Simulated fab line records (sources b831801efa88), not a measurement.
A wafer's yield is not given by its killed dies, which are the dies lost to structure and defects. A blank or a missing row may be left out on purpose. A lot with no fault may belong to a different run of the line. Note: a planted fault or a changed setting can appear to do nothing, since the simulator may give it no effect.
Matching of chambers ; flow sfqLine ; cmp-02 running SFQ_TRILAYER_I0_CMP_CMP_028: 4 sister chambers
The step polishes SiO2. 4 wafers are shown with their chamber, then 9 later ones without.

## WAFERS, EACH WITH ITS CHAMBER
wafer;chamber;motorCurrentA (A)
L752.1;1;11.1
L752.2;0;8.5
L752.3;3;12.2
L755.1;2;10.4

## WAFERS WITHOUT THEIR CHAMBER
wafer;motorCurrentA (A)
L755.2;8.3
L755.4;12.0
L756.3;8.0
L756.4;10.6
L756.5;10.8
L757.1;9.9
L757.6;11.1
L758.2;13.0
L758.3;9.9

## THE CHAMBER EACH PASSED THROUGH
wafer;from the rows above;in truth
L755.2;0;0
L755.4;can't be placed: 3 or 1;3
L756.3;0;0
L756.4;can't be placed: 2 or 1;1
L756.5;can't be placed: 1 or 2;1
L757.1;can't be placed: 2 or 1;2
L757.6;can't be placed: 1 or 2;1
L758.2;3;3
L758.3;can't be placed: 2 or 1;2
Correct placement for 3 of the 9. Can't be placed from these rows: 6 (the true chamber is among the candidates in 6). 0 placed wrongly.
How it was worked out, from the rows above alone: a wafer's distance from a chamber is the root of the sum, over the readings, of the square of ((its reading less the chamber's mean) divided by the reading's scatter). If the next closest chamber is less than 2 further off than the closest, the wafer can't be placed; otherwise it belongs to the closest. A chamber's mean is the mean of its shown wafers. The scatter (one wafer shown for each chamber): square how far every hidden wafer sits from the nearest shown wafer, average those squares and take the square root.
